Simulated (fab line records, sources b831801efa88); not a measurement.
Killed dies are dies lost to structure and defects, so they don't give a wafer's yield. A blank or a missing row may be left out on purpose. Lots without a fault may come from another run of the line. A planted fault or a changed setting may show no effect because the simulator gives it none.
A struck lot beside a sound one | flow sky130 | 25 steps out of a route of 708
Sound: wafers L524.1, L524.2, L524.6. Struck: wafers L539.3, L539.5, L539.6. The cause comes at the end.
At each step with rows: each side's tool, then ch and its chambers, then its first start. Under that, the readings that differ: sound wafers | struck wafers | difference of the means | sigmas: that difference in standard deviations of wafers without a fault.
alike: readings whose means differ by less than 2 such deviations, and words and numbers that are the same on both sides. not compared: withheld readings, readings that some wafer has no value for, bounds like >300 that may hide the same value, and numbers for which the record gives no deviation and whose values overlap.
The two part at a step that has a row with sigmas, a row that says differs or no value, or rows on one side only. Numbers that don't overlap but have no deviation are shown without sigmas and don't part them. A reading that every wafer of one side lacks parts them only if that side has two wafers or more.

first, 10 steps without rows for these wafers: SKY_VIA4_ETCH_12 (etches SiO2 in C4F8/O2/Ar, stops on TiN, target depth 580 nm); SKY_VIA4_STRIP_13 (strips in O2/N2); SKY_VIA4_STRIP_14 (strips in post etch residue remover, time 1200 s); SKY_VIA4_CLEAN_15 (cleans in IPA, time 180 s); SKY_VIA4_CLEAN_16 (cleans in O3/DIW); SKY_VIA4_SPUTTER_17 (material TiN, target thk 20 nm, time 80 s); SKY_VIA4_CVD_18 (deposits W, target thk 505 nm, time 152.14 s); SKY_VIA4_CMP_21 (polishes, stops on SiO2, t overpolish 25 s, target thk 0 nm); SKY_METAL5_SPUTTER_00 (material Ti, target thk 15 nm, time 10 s); SKY_METAL5_SPUTTER_01 (material TiN, target thk 20 nm, time 16.7 s).
SKY_METAL5_SPUTTER_02: material AlCu, target thk 1150 nm, time 61.2 s.
  sound on pvd_sputter-04, day 43 12:35; struck on pvd_sputter-04, day 47 13:12
  reading                                     | sound                | struck               | difference | sigmas
  chamber_pressure_pa (Pa)                    | 0.4001 0.4004 0.4002 | 0.5605 0.5601 0.5594 | +0.1598    | +99 or more
  throttle_valve_pct (%)                      | 30.8 30.8 30.7       | 25.6 24.4 26.0       | -5.4       | -5
  model.AlCu_of_METAL5_SPUTTER_02.thk_nm (nm) | 1143 1149 1161       | 1061 1042 1067       | -94        |
then, 2 steps without rows for these wafers: SKY_METAL5_SPUTTER_03 (material Ti, target thk 5 nm, time 3.3 s); SKY_METAL5_SPUTTER_04 (material TiN, target thk 70 nm, time 58.3 s).
SKY_METAL5_RS_MEAS_05: measures by four-point-probe.
  sound on film_metro-03, day 43 12:43; struck on film_metro-02, day 47 13:38
  reading                 | sound                   | struck                  | difference | sigmas
  METAL5_ALCU_RS (ohm/sq) | 0.02725 0.02709 0.02679 | 0.02955 0.03007 0.02936 | +0.00262   | +10
  not compared: hold
SKY_METAL5_THK_MEAS_06: measures by xrf.
  sound on film_metro-03, day 43 12:50; struck on film_metro-02, day 47 22:17
  reading              | sound          | struck         | difference | sigmas
  METAL5_ALCU_THK (nm) | 1140 1142 1157 | 1064 1044 1073 | -86        | -7
  not compared: hold
then, 7 steps without rows for these wafers: SKY_METAL5_HMDS_08 (prime time 60 s); SKY_METAL5_COAT_09 (resist thk 1800 nm); SKY_METAL5_SOFTBAKE_10 (time 60 s); SKY_METAL5_EXPOSE_11 (exposes mask MM5, target cd 1600 nm); SKY_METAL5_PEB_12; SKY_METAL5_DEVELOP_13 (develop time 60 s); SKY_METAL5_DESCUM_14 (chemistry O2, time 11 s).
SKY_METAL5_METAL_ETCH_15: etches the open film in Cl2/BCl3, stops on SiO2, target depth 1260 nm, time 252 s.
  sound on rie_metal-04 ch 0,1, day 44 12:13; struck on rie_metal-04 ch 0,1, day 48 09:02
  reading               | sound             | struck            | difference | sigmas
  oes_product_au (a.u.) | 0.891 0.884 0.892 | 0.868 0.860 0.864 | -0.025     | -5
  alike: drypump_motor_current_A, throttle_valve_pct
  not compared: rf_hours_counter_h
then, 1 step without rows for these wafers: SKY_METAL5_STRIP_16 (strips in O2/N2).
SKY_PAD_OPEN_PROBE_99:
  sound on prober-01, day 46 10:40; struck on prober-01, day 50 00:47
  reading                      | sound                  | struck                  | difference | sigmas
  model.etest.met5.rs_ohm_sq   | 0.0275 0.02729 0.02664 | 0.02959 0.02968 0.02928 | +0.00237   |
  model.etest.met5.line_ohm_um | 0.01695 0.01709 0.0165 | 0.0184 0.01835 0.01823  | +0.0015    |
  alike: defect_limited_yield, killed_at_M0_to_M3, killed_at_M4_up, killed_at_contacts, killed_at_front_end, killed_at_other, killed_dies, killed_open, killed_short, sort_bin_3_pad_short, sort_bin_5_function, sort_bin_6_memory, sort_n_pass, sort_yield_pct

WHERE THEY PART
First at SKY_METAL5_SPUTTER_02; last, within this record, at SKY_METAL5_METAL_ETCH_15. Later steps at which nothing parts them and some readings are alike: SKY_PAD_OPEN_PROBE_99.

WHY: what the simulator had put in
Process parameter drift: pvd_sputter-04, from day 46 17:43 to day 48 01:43, at SKY_METAL5_SPUTTER_02. Setting chamber_pressure_pa, moved by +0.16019, from 0.4. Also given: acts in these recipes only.
